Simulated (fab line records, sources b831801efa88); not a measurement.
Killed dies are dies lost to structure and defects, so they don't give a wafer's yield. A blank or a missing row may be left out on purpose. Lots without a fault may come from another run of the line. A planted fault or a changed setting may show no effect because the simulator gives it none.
fab line records | flow gf180mcu
record lots=12 wafers=36 last_day=34
route steps=602 shown VT_IMPLANT@94 M2@367 M4@461 V4@478
lots that met no fault: from a run of the same line without faults
start_h: hours from the record's first day to the start of the lot's first wafer shown | wait_h: hours since the lot's step before | " the same as in the row above | L1.1+2: a row that stands for several wafers | - no value, or no start given | * or withheld: withheld | < > ~ a bound
route shown NAME@n: a module of which the file shows steps, and the number in the route of the first | usual: mean/standard deviation of fault-free wafers | same: alike in all rows | chamber/n: place in a boat | sites: the reading at each site | _std_site: their standard deviation | _edge_site: outer sites' mean less inner sites' | radius_mm: how far each site lies from the wafer's centre | mask NAME#n: copy n | behind: the tool/chamber that last shaped the wafer | hold: why the lot was held/for how many hours/how that ended | device: the transistor (n, p or np) that didn't switch | end of line: the same wafers' tests at the end of the route | a step without rows: its recipe alone | killed: dies lost to structure and defects at the first sort, not the wafer's yield | map: a wafer's dies, x killed, . not, _ none there
set.NAME: the setting as run; set.NAME@STEP: as run at that earlier step | model.NAME: the simulator's own value behind a step, which no gauge read
steps of the route over a sample of lots; a table a step, a row a wafer
services: from which hour (start_h, from the record's first day; less than 0 if before it) a tool's chamber was out of use, for how many hours, and why
## steps
# step GF_VT_IMPLANT_EXPOSE_04
# recipe mask_id=LVPWELL_LV_AREA target_cd_nm=600 na=0.6 source_shape=conventional sigma_outer=0.6 dose_mj=140
# usual focus_offset_nm=-0.1/0.58
# columns lot.wafer tool chamber start_h wait_h mask focus_offset_nm
L547.3 iline_stepper-01 0 105.59 - LVPWELL_LV_AREA#0 0.1
L547.5 " 0 " " LVPWELL_LV_AREA#0 0.3
L547.6 " 0 " " LVPWELL_LV_AREA#0 -0.4
L549.1 iline_stepper-02 0 115.48 - LVPWELL_LV_AREA#0 -0.5
L549.4 " 0 " " LVPWELL_LV_AREA#0 0.2
L549.6 " 0 " " LVPWELL_LV_AREA#0 -0.7
L550.2 iline_stepper-01 0 124.35 - LVPWELL_LV_AREA#0 0.4
L550.5 " 0 " " LVPWELL_LV_AREA#0 -0.4
L550.6 " 0 " " LVPWELL_LV_AREA#0 0.6
L552.1 iline_stepper-02 0 133.85 - LVPWELL_LV_AREA#0 0.0
L552.4 " 0 " " LVPWELL_LV_AREA#0 -0.4
L552.6 " 0 " " LVPWELL_LV_AREA#0 1.0
L558.1 iline_stepper-01 0 174.07 - MVSD#0 0.4
L558.3 " 0 " " MVSD#0 0.9
L558.4 " 0 " " MVSD#0 0.1
L562.2 iline_stepper-02 0 204.39 - LVPWELL_LV_AREA#0 -0.7
L562.4 " 0 " " LVPWELL_LV_AREA#0 0.1
L562.6 " 0 " " LVPWELL_LV_AREA#0 -0.5
L563.1 iline_stepper-02 0 207.75 - LVPWELL_LV_AREA#0 0.5
L563.5 " 0 " " LVPWELL_LV_AREA#0 -0.3
L563.6 " 0 " " LVPWELL_LV_AREA#0 0.7
L564.2 iline_stepper-01 0 218.24 - LVPWELL_LV_AREA#0 0.5
L564.5 " 0 " " LVPWELL_LV_AREA#0 0.3
L564.6 " 0 " " LVPWELL_LV_AREA#0 -0.7
L565.1 iline_stepper-01 0 219.40 - LVPWELL_LV_AREA#0 -0.8
L565.3 " 0 " " LVPWELL_LV_AREA#0 -0.7
L565.6 " 0 " " LVPWELL_LV_AREA#0 -0.5
L568.2 iline_stepper-01 0 230.20 - LVPWELL_LV_AREA#0 -0.1
L568.3 " 0 " " LVPWELL_LV_AREA#0 0.7
L568.4 " 0 " " LVPWELL_LV_AREA#0 -0.2
L569.3 iline_stepper-01 0 241.74 - LVPWELL_LV_AREA#0 -0.4
L569.5 " 0 " " LVPWELL_LV_AREA#0 -0.7
L569.6 " 0 " " LVPWELL_LV_AREA#0 -1.1
L570.1 iline_stepper-02 0 246.72 - LVPWELL_LV_AREA#0 0.3
L570.4 " 0 " " LVPWELL_LV_AREA#0 -0.3
L570.6 " 0 " " LVPWELL_LV_AREA#0 -0.4
# step GF_VT_IMPLANT_OVL_MEAS_07
# usual VT_IMPLANT_OVL=-0.2/1.3
# columns lot.wafer tool chamber start_h wait_h VT_IMPLANT_OVL[nm]
L547.3 overlay-01 - 111.72 0.1 -1.0
L547.5 " - " " -0.2
L547.6 " - " " -1.1
L549.1 overlay-02 - 122.76 0.1 0.9
L549.4 " - " " 1.4
L549.6 " - " " -2.0
L550.2 overlay-01 - 131.26 0.1 -1.7
L550.5 " - " " -1.6
L550.6 " - " " 0.0
L552.1 overlay-02 - 141.40 0.1 -1.1
L552.4 " - " " 1.8
L552.6 " - " " -0.2
L558.1 overlay-01 - 182.30 0.1 -
L558.3 " - " " -
L558.4 " - " " -
L562.2 overlay-02 - 212.95 0.1 -1.9
L562.4 " - " " -1.0
L562.6 " - " " -0.9
L563.1 overlay-02 - 216.85 0.1 -2.6
L563.5 " - " " -0.7
L563.6 " - " " -1.2
L564.2 overlay-02 - 226.90 0.1 -2.4
L564.5 " - " " -1.4
L564.6 " - " " -1.5
L565.1 overlay-01 - 228.14 0.1 1.3
L565.3 " - " " 1.2
L565.6 " - " " 1.7
L568.2 overlay-02 - 238.96 0.1 -0.9
L568.3 " - " " -0.8
L568.4 " - " " 0.5
L569.3 overlay-02 - 250.96 0.1 -1.9
L569.5 " - " " -0.8
L569.6 " - " " -1.1
L570.1 overlay-01 - 256.35 0.1 0.5
L570.4 " - " " 0.9
L570.6 " - " " -0.8
# step GF_VT_IMPLANT_TW_MEAS_10
# usual VT_IMPLANT_TW=567.8/2.7
# columns lot.wafer tool chamber start_h wait_h hold VT_IMPLANT_TW
L547.3 film_metro-03 - 112.01 0.1 - 567.1
L547.5 " - " " - 569.4
L547.6 " - " " - 567.8
L549.1 film_metro-03 - 123.04 0.1 - 568.6
L549.4 " - " " - 571.7
L549.6 " - " " - 569.2
L550.2 film_metro-04 - 131.55 0.1 - 568.7
L550.5 " - " " - 567.4
L550.6 " - " " - 569.7
L552.1 film_metro-01 - 141.68 0.1 - 570.7
L552.4 " - " " - 572.6
L552.6 " - " " - 570.7
L558.1 film_metro-04 - 182.58 0.1 await_dispo/0.2h/release 30.3
L558.3 " - " " await_dispo/0.2h/release 30.2
L558.4 " - " " await_dispo/0.2h/release 30.1
L558.1 film_metro-04 - 182.81 0.2 - 30.2
L558.3 " - " " - 30.3
L558.4 " - " " - 30.5
L562.2 film_metro-01 - 213.24 0.1 - 568.0
L562.4 " - " " - 569.0
L562.6 " - " " - 570.2
L563.1 film_metro-03 - 217.14 0.1 - 570.9
L563.5 " - " " - 567.3
L563.6 " - " " - 566.1
L564.2 film_metro-01 - 227.19 0.1 - 570.9
L564.5 " - " " - 567.8
L564.6 " - " " - 567.9
L565.1 film_metro-01 - 228.43 0.1 - 565.6
L565.3 " - " " - 565.6
L565.6 " - " " - 567.1
L568.2 film_metro-03 - 239.25 0.1 - 565.6
L568.3 " - " " - 568.1
L568.4 " - " " - 569.6
L569.3 film_metro-04 - 251.26 0.1 - 563.1
L569.5 " - " " - 563.2
L569.6 " - " " - 563.3
L570.1 film_metro-01 - 256.64 0.1 - 570.1
L570.4 " - " " - 573.1
L570.6 " - " " - 568.6
# step GF_M2_RS_MEAS_05
# recipe thk_meas_gauge=four-point-probe reads=TiN_of_M2_SPUTTER_04+Ti_of_M2_SPUTTER_03+AlCu_of_M2_SPUTTER_02+TiN_of_M2_SPUTTER_01+Ti_of_M2_SPUTTER_00
# usual M2_ALCU_RS=0.0695/0.0012
# columns lot.wafer tool chamber start_h wait_h M2_ALCU_RS[ohm/sq]
L547.3 film_metro-02 - 412.16 0.1 0.0676
L547.5 " - " " 0.0701
L547.6 " - " " 0.0677
L549.1 film_metro-03 - 430.42 0.0 0.0690
L549.4 " - " " 0.0691
L549.6 " - " " 0.0689
L550.2 film_metro-04 - 443.99 0.0 0.0700
L550.5 " - " " 0.0706
L550.6 " - " " 0.0719
L552.1 film_metro-02 - 460.83 0.0 0.0704
L552.4 " - " " 0.0697
L552.6 " - " " 0.0693
L562.2 film_metro-04 - 559.65 0.0 0.0703
L562.4 " - " " 0.0699
L562.6 " - " " 0.0698
L563.1 film_metro-04 - 565.86 0.0 0.0693
L563.5 " - " " 0.0685
L563.6 " - " " 0.0690
L565.1 film_metro-03 - 579.47 0.0 0.0686
L565.3 " - " " 0.0694
L565.6 " - " " 0.0690
L564.2 film_metro-04 - 580.85 0.0 0.0694
L564.5 " - " " 0.0681
L564.6 " - " " 0.0692
L568.2 film_metro-02 - 593.19 0.0 0.0680
L568.3 " - " " 0.0683
L568.4 " - " " 0.0681
L569.3 film_metro-02 - 607.15 0.1 0.0698
L569.5 " - " " 0.0699
L569.6 " - " " 0.0695
L570.1 film_metro-02 - 610.02 0.0 0.0689
L570.4 " - " " 0.0678
L570.6 " - " " 0.0682
# step GF_M4_RS_MEAS_05
# recipe thk_meas_gauge=four-point-probe reads=TiN_of_M4_SPUTTER_04+Ti_of_M4_SPUTTER_03+AlCu_of_M4_SPUTTER_02+TiN_of_M4_SPUTTER_01+Ti_of_M4_SPUTTER_00
# usual M4_ALCU_RS=0.0695/0.0009
# columns lot.wafer tool chamber start_h wait_h M4_ALCU_RS[ohm/sq]
L547.3 film_metro-02 - 514.00 0.1 0.0704
L547.5 " - " " 0.0687
L547.6 " - " " 0.0701
L549.1 film_metro-03 - 530.53 0.0 0.0701
L549.4 " - " " 0.0689
L549.6 " - " " 0.0702
L550.2 film_metro-02 - 545.61 0.0 0.0699
L550.5 " - " " 0.0705
L550.6 " - " " 0.0690
L552.1 film_metro-04 - 561.40 0.0 0.0696
L552.4 " - " " 0.0695
L552.6 " - " " 0.0697
L562.2 film_metro-03 - 649.39 0.0 0.0705
L562.4 " - " " 0.0688
L562.6 " - " " 0.0691
L563.1 film_metro-04 - 655.52 0.0 0.0696
L563.5 " - " " 0.0688
L563.6 " - " " 0.0684
L565.1 film_metro-03 - 667.88 0.0 0.0683
L565.3 " - " " 0.0678
L565.6 " - " " 0.0675
L564.2 film_metro-02 - 669.86 0.0 0.0707
L564.5 " - " " 0.0705
L564.6 " - " " 0.0703
L568.2 film_metro-02 - 680.56 0.0 0.0687
L568.3 " - " " 0.0691
L568.4 " - " " 0.0688
L569.3 film_metro-04 - 693.17 0.1 0.0690
L569.5 " - " " 0.0703
L569.6 " - " " 0.0683
L570.1 film_metro-04 - 696.06 0.0 0.0698
L570.4 " - " " 0.0698
L570.6 " - " " 0.0689
# step GF_V4_CVD_02
# recipe material=SiO2 target_thk_nm=850 precursor=TEOS temp_c=400 time_s=94.851 rf_w=600
# usual heater_power_w=644/87
# columns lot.wafer tool chamber start_h wait_h heater_power_w
L547.3 pecvd-02 0 538.35 0.0 752
L547.5 " 1 " " 836
L547.6 " 0 " " 587
L549.1 pecvd-04 2 554.51 0.1 572
L549.4 " 2 " " 586
L549.6 " 1 " " 595
L550.2 pecvd-04 2 569.12 0.0 626
L550.5 " 1 " " 628
L550.6 " 2 " " 550
L552.1 pecvd-01 0 584.06 0.1 615
L552.4 " 1 " " 710
L552.6 " 2 " " 454
L562.2 pecvd-02 0 669.64 0.0 720
L562.4 " 2 " " 672
L562.6 " 1 " " 851
L563.1 pecvd-02 1 675.16 0.1 794
L563.5 " 1 " " 848
L563.6 " 0 " " 719
L565.1 pecvd-01 2 687.84 0.1 537
L565.3 " 1 " " 667
L565.6 " 2 " " 547
L564.2 pecvd-04 2 689.50 0.0 642
L564.5 " 2 " " 496
L564.6 " 0 " " 610
L568.2 pecvd-01 2 700.01 0.0 568
L568.3 " 0 " " 530
L568.4 " 0 " " 588
L569.3 pecvd-04 1 712.21 0.0 704
L569.5 " 0 " " 593
L569.6 " 1 " " 590
L570.1 pecvd-01 0 715.43 0.1 568
L570.4 " 2 " " 573
L570.6 " 1 " " 712
## services
# columns tool chamber start_h hours kind
iline_stepper-02 - 103.33 11.0 repair
iline_stepper-02 - 124.06 1.4 repair
iline_stepper-01 - 153.27 11.3 repair
iline_stepper-02 - 168.38 2.1 pm
iline_stepper-01 - 216.40 1.7 pm
pecvd-04 0 220.84 3.1 repair
iline_stepper-02 - 253.57 1.7 pm
pecvd-01 - 256.57 6.0 pm
pecvd-04 - 285.92 2.5 repair
pecvd-01 - 307.15 2.8 pm
iline_stepper-01 - 319.67 4.4 pm
pecvd-01 2 327.03 14.6 repair
pecvd-04 - 338.08 0.9 repair
pecvd-01 - 358.00 0.5 repair
iline_stepper-01 - 434.58 1.7 pm
iline_stepper-02 - 471.75 1.7 pm
iline_stepper-01 - 479.49 2.1 pm
iline_stepper-02 - 520.34 4.7 repair
iline_stepper-02 - 604.49 0.6 repair
iline_stepper-02 - 646.10 17.0 repair
iline_stepper-01 - 663.09 1.7 pm
iline_stepper-02 - 677.43 0.5 repair
iline_stepper-01 - 682.69 4.3 pm
iline_stepper-02 - 689.93 1.7 pm
## key
first_sign step=GF_VT_IMPLANT_EXPOSE_04 reading=mask direction=changed
effect step=GF_VT_IMPLANT_OVL_MEAS_07 reading=VT_IMPLANT_OVL direction=missing
effect step=GF_VT_IMPLANT_TW_MEAS_10 reading=visit direction=added
effect step=GF_VT_IMPLANT_TW_MEAS_10 reading=VT_IMPLANT_TW direction=down sigmas=99+ usual=567.8 struck=30.2
met_at GF_VT_IMPLANT_EXPOSE_04
struck_lots L558
scrapped_behind GF_VT_IMPLANT_TW_MEAS_10 L558.1,L558.3,L558.4
not_acting_at GF_M2_RS_MEAS_05,GF_M4_RS_MEAS_05,GF_V4_CVD_02
onset_between 124.35 174.07
fault kind=wrong_mask tool=any chamber=- onset_h=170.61 steps=GF_VT_IMPLANT_EXPOSE_04 aux_copy=MVSD#0 scope=struck_lots_only
